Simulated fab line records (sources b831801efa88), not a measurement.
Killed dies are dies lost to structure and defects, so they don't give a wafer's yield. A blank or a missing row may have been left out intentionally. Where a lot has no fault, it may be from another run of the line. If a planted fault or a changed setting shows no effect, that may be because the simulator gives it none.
Split-lot study    flow gf180mcu    5 lots, 23 wafers read, on a route of 602 steps

THE SPLIT ITSELF
At GF_V4_SPUTTER_22 (material TiN, target thk 10 nm, time 40 s), the setting time s was moved away from the recipe's 40 s on 11 of the 23 wafers read, by -9.9% to +11.4%. This setting was run at the recipe's value on the other wafers.

The reading is taken at the split's own step.

THE READING
TiN_of_V4_SPUTTER_22.thk nm (the simulator's own value, which no gauge read), in nm, at GF_V4_SPUTTER_22 (material TiN, target thk 10 nm, time 40 s). There is no usual value for it anywhere in the file. Average 9.928 nm, standard deviation 0.11 nm, over the 12 wafers here run with the recipe.

wafer   tool, chamber at the split  time s as run, s  against the recipe  TiN_of_V4_SPUTTER_22.thk nm, nm  against lot-mates on the recipe
L077.4  pvd sputter-03, -           40                recipe              9.943                            -
L077.5  pvd sputter-03, -           40                recipe              10.01                            -
L077.6  pvd sputter-03, -           40                recipe              10.03                            -
L081.1  pvd sputter-04, -           38.17             -4.6%               9.592                            -0.332
L081.2  pvd sputter-04, -           40                recipe              9.983                            -
L081.3  pvd sputter-04, -           40                recipe              9.866                            -
L081.5  pvd sputter-04, -           38.17             -4.6%               9.665                            -0.260
L081.6  pvd sputter-04, -           38.17             -4.6%               9.34                             -0.585
L080.1  pvd sputter-02, -           36.04             -9.9%               8.707                            -1.052
L080.2  pvd sputter-02, -           40                recipe              9.657                            -
L080.3  pvd sputter-02, -           36.04             -9.9%               8.838                            -0.921
L080.4  pvd sputter-02, -           40                recipe              9.862                            -
L080.6  pvd sputter-02, -           36.04             -9.9%               8.739                            -1.020
L083.1  pvd sputter-02, -           44.57             +11.4%              10.99                            +1.141
L083.2  pvd sputter-02, -           40                recipe              9.872                            -
L083.3  pvd sputter-02, -           44.57             +11.4%              11.04                            +1.191
L083.4  pvd sputter-02, -           40                recipe              9.827                            -
L083.5  pvd sputter-02, -           44.57             +11.4%              11                               +1.151
L084.1  pvd sputter-02, -           40                recipe              9.951                            -
L084.2  pvd sputter-02, -           40                recipe              10.06                            -
L084.3  pvd sputter-02, -           36.32             -9.2%               9.098                            -0.929
L084.4  pvd sputter-02, -           40                recipe              10.07                            -
L084.5  pvd sputter-02, -           36.32             -9.2%               9.251                            -0.776

THE FIT
A straight line over all 23 wafers: TiN_of_V4_SPUTTER_22.thk nm changes by +0.0989 nm for each +1% of time s; r = +0.98; the points scatter about the line by 0.14 nm.
The same after taking each lot's own level away (the mean of its wafers on the recipe; 23 wafers): +0.099 nm for each +1%; r = +0.99; scatter 0.081 nm.
On that fit, the largest move of time s shifts the reading by 1.1 nm.
Across the lots, their own levels run from 9.7595 to 10.0270 nm, a range of 2.4 times the standard deviation given above.
Hence the lot-to-lot level has little effect on the slope; both slopes agree.
Check: +1.15 nm against its lot-mates is what the line predicts for one of the wafers moved furthest among these (+11.4%) when that wafer is left out of the fit. It came out at +1.14 nm against them.

THESE WAFERS: OTHER SPLITS
Other splits were also applied to these wafers ahead of the reading. Each is held against what the fit with the lots' levels taken away leaves over:
other split on the same wafers   wafers away from the commonest value  r with TiN_of_V4_SPUTTER_22.thk nm (lot level and that fit taken away)
GF_M3_COAT_09 resist thk nm      10                                    -0.12
GF_V3_DEVELOP_13 develop time s  8                                     +0.04
GF_M4_SPUTTER_04 time s          7                                     +0.32
GF_M4_METAL_ETCH_16 icp w        11                                    +0.30

THE FILE'S OWN FIT
TiN_of_V4_SPUTTER_22.thk nm changes by +0.098 nm for each +1% of time s, r = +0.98.
